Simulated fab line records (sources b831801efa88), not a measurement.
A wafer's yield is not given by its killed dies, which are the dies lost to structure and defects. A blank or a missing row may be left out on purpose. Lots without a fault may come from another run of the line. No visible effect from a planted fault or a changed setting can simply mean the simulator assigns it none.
Which of the tools did it?    flow gf180mcu    72 wafers from 24 lots sampled at 5 of the route's 602 steps

## WHAT EACH GAUGE READ, for each wafer
GF_M1_CD_MEAS_14: the cd target is 230 nm. Usual: 230.1 nm for cd-nm, sd 1.5.
lot   measured      on         cd-nm (nm)         flag
L074  day 16 10:23  cd-sem-02  230.0 230.8 230.5  
L075  day 17 02:56  cd-sem-02  229.8 229.1 230.9  
L076  day 17 07:29  cd-sem-01  228.2 227.4 228.3  
L077  day 18 01:04  cd-sem-01  229.6 229.6 230.1  
L079  day 18 21:44  cd-sem-02  227.8 226.7 227.6  
L078  day 18 23:21  cd-sem-02  230.1 230.1 228.0  
L080  day 19 14:54  cd-sem-02  232.1 232.6 232.1  
L081  day 19 16:45  cd-sem-02  228.9 230.6 231.3  
L082  day 20 16:45  cd-sem-01  231.3 230.4 230.5  
L083  day 21 02:40  cd-sem-02  228.3 227.3 228.4  
L084  day 21 13:52  cd-sem-02  231.7 230.4 231.5  
L085  day 21 14:12  cd-sem-01  228.2 229.2 228.0  
L086  day 22 02:09  cd-sem-02  231.7 229.5 229.6  
L088  day 22 12:27  cd-sem-01  230.2 229.9 229.8  
L087  day 22 13:07  cd-sem-02  228.9 229.3 228.3  
L089  day 23 01:36  cd-sem-01  228.7 228.1 228.5  
L090  day 23 02:33  cd-sem-02  234.1 232.5 232.0  
L091  day 23 10:48  cd-sem-01  228.2 229.4 230.1  
L092  day 23 17:30  cd-sem-02  232.7 232.0 232.7  
L093  day 23 23:47  cd-sem-01  230.6 229.7 231.0  
L094  day 24 04:56  cd-sem-02  228.9 227.8 228.3  
L095  day 24 08:28  cd-sem-02  231.4 232.3 232.2  
L096  day 24 15:01  cd-sem-01  230.8 229.2 230.6  
L097  day 24 23:18  cd-sem-02  231.1 231.3 231.0  

GF_V1_THK_MEAS_01. Usual: V1_CVD_00_THK typically reads 602 nm, with standard deviation 6.9.
lot   measured      on             V1_CVD_00_THK (nm)  flag
L074  day 16 11:16  film-metro-02  609 606 598         
L075  day 17 03:59  film-metro-04  599 597 601         
L076  day 17 08:32  film-metro-02  599 594 609         
L077  day 18 01:57  film-metro-04  601 594 610         
L079  day 18 23:07  film-metro-04  593 593 609         
L078  day 19 00:23  film-metro-01  607 603 596         
L080  day 19 15:49  film-metro-02  603 614 602         
L081  day 19 17:40  film-metro-04  603 603 604         
L082  day 20 17:40  film-metro-04  602 606 616         
L083  day 21 03:34  film-metro-04  613 619 622         
L084  day 21 14:46  film-metro-04  604 600 607         
L085  day 21 15:08  film-metro-04  607 604 607         
L086  day 22 03:02  film-metro-01  607 605 614         
L088  day 22 13:20  film-metro-04  606 600 602         
L087  day 22 14:00  film-metro-02  604 606 596         
L089  day 23 02:35  film-metro-02  595 604 608         
L090  day 23 03:26  film-metro-01  594 601 600         
L091  day 23 11:41  film-metro-04  604 608 597         
L092  day 23 18:35  film-metro-02  588 606 587         
L093  day 24 00:43  film-metro-04  611 593 603         
L094  day 24 05:52  film-metro-02  591 595 592         
L095  day 24 09:23  film-metro-04  596 595 594         
L096  day 24 15:57  film-metro-01  591 611 595         
L097  day 25 00:12  film-metro-02  603 602 600         

GF_V2_OVL_MEAS_15. Usual: V2_OVL typically reads 0 nm, with standard deviation 4.7.
lot   measured      on          V2_OVL (nm)  flag
L074  day 19 14:08  overlay-02  2 -8 -1      
L075  day 20 08:41  overlay-01  -2 -2 -6     
L076  day 20 12:26  overlay-01  1 7 7        
L077  day 21 06:41  overlay-02  0 -1 -2      
L079  day 22 05:19  overlay-02  -9 -4 -7     
L078  day 22 06:40  overlay-01  7 -3 4       
L080  day 22 20:16  overlay-02  -2 0 -1      
L081  day 22 22:25  overlay-02  1 -3 -3      
L082  day 23 19:52  overlay-01  6 6 2        
L083  day 24 04:37  overlay-01  -9 0 -2      
L084  day 24 14:07  overlay-01  -1 -2 -9     
L085  day 24 15:28  overlay-01  6 5 9        
L086  day 25 02:31  overlay-02  -8 -3 -2     
L088  day 25 10:31  overlay-01  2 5 2        
L087  day 25 12:20  overlay-02  7 1 -1       
L089  day 26 00:01  overlay-01  2 0 4        
L090  day 26 00:22  overlay-01  4 5 0        
L091  day 26 08:05  overlay-02  -5 -6 -6     
L092  day 26 15:13  overlay-01  0 -1 -5      
L093  day 26 19:10  overlay-02  -2 -3 -2     
L094  day 27 00:37  overlay-01  2 6 5        
L095  day 27 03:34  overlay-01  -1 0 -4      
L096  day 27 10:31  overlay-01  -3 -5 -5     
L097  day 27 17:49  overlay-02  -3 -5 4      

## TOOL THAT RAN EACH LOT (tool first, then ch and the chambers of the sampled wafers, then the start)
lot   GF_M2_SPUTTER_00              GF_M2_STRIP_17
L074  pvd-sputter-01, day 17 11:36  plasma-asher-04 ch 0,1, day 18 11:54
L075  pvd-sputter-01, day 18 05:44  plasma-asher-02 ch 0,1, day 19 06:46
L076  pvd-sputter-01, day 18 09:55  plasma-asher-04 ch 0,1, day 19 10:26
L077  pvd-sputter-03, day 19 04:31  plasma-asher-04 ch 0, day 20 05:29
L079  pvd-sputter-02, day 20 02:13  plasma-asher-03 ch 0,1, day 21 03:46
L078  pvd-sputter-03, day 20 03:24  plasma-asher-04 ch 0,1, day 21 04:56
L080  pvd-sputter-03, day 20 18:42  plasma-asher-02 ch 0,1, day 21 20:05
L081  pvd-sputter-01, day 20 20:28  plasma-asher-04 ch 0,1, day 21 21:46
L082  pvd-sputter-03, day 21 20:19  plasma-asher-04 ch 0,1, day 22 20:04
L083  pvd-sputter-02, day 22 05:26  plasma-asher-03 ch 0,1, day 23 04:46
L084  pvd-sputter-03, day 22 15:49  plasma-asher-04 ch 0,1, day 23 14:41
L085  pvd-sputter-01, day 22 17:11  plasma-asher-04 ch 0,1, day 23 15:58
L086  pvd-sputter-03, day 23 05:02  plasma-asher-02 ch 0,1, day 24 03:55
L088  pvd-sputter-02, day 23 13:50  plasma-asher-03 ch 0,1, day 24 11:40
L087  pvd-sputter-03, day 23 15:00  plasma-asher-04 ch 0,1, day 24 13:43
L089  pvd-sputter-03, day 24 02:57  plasma-asher-02 ch 0,1, day 25 01:21
L090  pvd-sputter-02, day 24 03:49  plasma-asher-03 ch 0,1, day 25 02:20
L091  pvd-sputter-03, day 24 11:40  plasma-asher-02 ch 0,1, day 25 09:17
L092  pvd-sputter-03, day 24 19:22  plasma-asher-04 ch 0,1, day 25 16:56
L093  pvd-sputter-01, day 24 23:42  plasma-asher-04 ch 0, day 25 21:17
L094  pvd-sputter-01, day 25 05:12  plasma-asher-02 ch 1, day 26 02:41
L095  pvd-sputter-03, day 25 08:40  plasma-asher-02 ch 0,1, day 26 06:05
L096  pvd-sputter-01, day 25 15:05  plasma-asher-03 ch 0,1, day 26 13:02
L097  pvd-sputter-03, day 25 22:58  plasma-asher-04 ch 0,1, day 26 20:32
- GF_M2_SPUTTER_00: material Ti, target thk 37.5 nm, time 150 s.
- GF_M2_STRIP_17: strips in O2/N2.

## AS READ BY THE TOOLS THEMSELVES (means over the sampled wafers that have a number; for cases with no such wafer, the mark the record gives instead)
GF_M2_SPUTTER_00. Usual: 30.2 % for throttle-valve-pct, sd 1.2.
lot   tool            throttle-valve-pct (%)  flag
L074  pvd-sputter-01  28.9                    
L075  pvd-sputter-01  28.5                    
L076  pvd-sputter-01  29.6                    
L077  pvd-sputter-03  29.8                    
L079  pvd-sputter-02  31.0                    
L078  pvd-sputter-03  30.3                    
L080  pvd-sputter-03  30.8                    
L081  pvd-sputter-01  29.1                    
L082  pvd-sputter-03  29.6                    
L083  pvd-sputter-02  30.4                    
L084  pvd-sputter-03  31.0                    
L085  pvd-sputter-01  28.9                    
L086  pvd-sputter-03  30.2                    
L088  pvd-sputter-02  31.1                    
L087  pvd-sputter-03  30.3                    
L089  pvd-sputter-03  30.4                    
L090  pvd-sputter-02  31.7                    
L091  pvd-sputter-03  29.1                    
L092  pvd-sputter-03  31.0                    
L093  pvd-sputter-01  30.5                    
L094  pvd-sputter-01  29.8                    
L095  pvd-sputter-03  31.0                    
L096  pvd-sputter-01  29.0                    
L097  pvd-sputter-03  29.7                    

GF_M2_STRIP_17. Usual: drypump-motor-current-A 5.61 A, standard deviation 0.17; heater-power-w 372 W, standard deviation 39; o2-flow-sccm 3001 sccm, standard deviation 9.2; oes-product-au 0.538 a.u., standard deviation 0.0044; strip-time-to-endpoint-s 7.39 s, standard deviation 0.043.
lot   tool             drypump-motor-current-A (A)  heater-power-w (W)  o2-flow-sccm (sccm)  oes-product-au (a.u.)  strip-time-to-endpoint-s (s)  flag
L074  plasma-asher-04  5.51                         411                 2994                 0.545                  7.47                          
L075  plasma-asher-02  5.83                         332                 3000                 0.535                  7.37                          
L076  plasma-asher-04  5.51                         406                 2996                 0.536                  7.39                          
L077  plasma-asher-04  5.49                         359                 2990                 0.539                  7.42                          
L079  plasma-asher-03  5.64                         370                 3001                 0.534                  7.35                          
L078  plasma-asher-04  5.49                         382                 3009                 0.541                  7.40                          
L080  plasma-asher-02  5.68                         333                 2998                 0.538                  7.39                          
L081  plasma-asher-04  5.52                         409                 3003                 0.538                  7.36                          
L082  plasma-asher-04  5.50                         414                 2996                 0.536                  7.39                          
L083  plasma-asher-03  5.69                         366                 2999                 0.541                  7.46                          
L084  plasma-asher-04  5.50                         410                 3015                 0.535                  7.32                          
L085  plasma-asher-04  5.51                         407                 2992                 0.538                  7.42                          
L086  plasma-asher-02  5.81                         326                 2985                 0.533                  7.39                          
L088  plasma-asher-03  5.68                         368                 2995                 0.538                  7.40                          
L087  plasma-asher-04  5.46                         380                 3000                 0.540                  7.41                          
L089  plasma-asher-02  5.82                         330                 3004                 0.539                  7.40                          
L090  plasma-asher-03  5.64                         378                 3005                 0.536                  7.42                          
L091  plasma-asher-02  5.68                         337                 3002                 0.540                  7.43                          
L092  plasma-asher-04  5.49                         390                 3005                 0.543                  7.36                          
L093  plasma-asher-04  5.49                         359                 2999                 0.539                  7.41                          
L094  plasma-asher-02  5.57                         336                 3007                 0.535                  7.38                          
L095  plasma-asher-02  5.84                         326                 3001                 0.540                  7.37                          
L096  plasma-asher-03  5.71                         364                 3004                 0.536                  7.38                          
L097  plasma-asher-04  5.50                         388                 3001                 0.534                  7.37                          

## THE ANSWER, worked out from the rows above alone
Rule: a lot is off if the mean of its wafers that have a number lies more than 3 standard deviations from the usual mean. A lot without any number at a reading at which 4 lots or more have one is off too. Where the step has rows for the other lots, those lots are counted as sound. The gauges are gone through in route order, then the tools' own readings, and for those a lot's mean is taken as printed above. The first step at which some lot is off is used, and at that step the reading that is off furthest; a lot without a number counts as furthest.
Across all readings shown, no lot is off: no conclusion can be drawn from this.

## WHAT THE SIMULATOR HAD INSERTED
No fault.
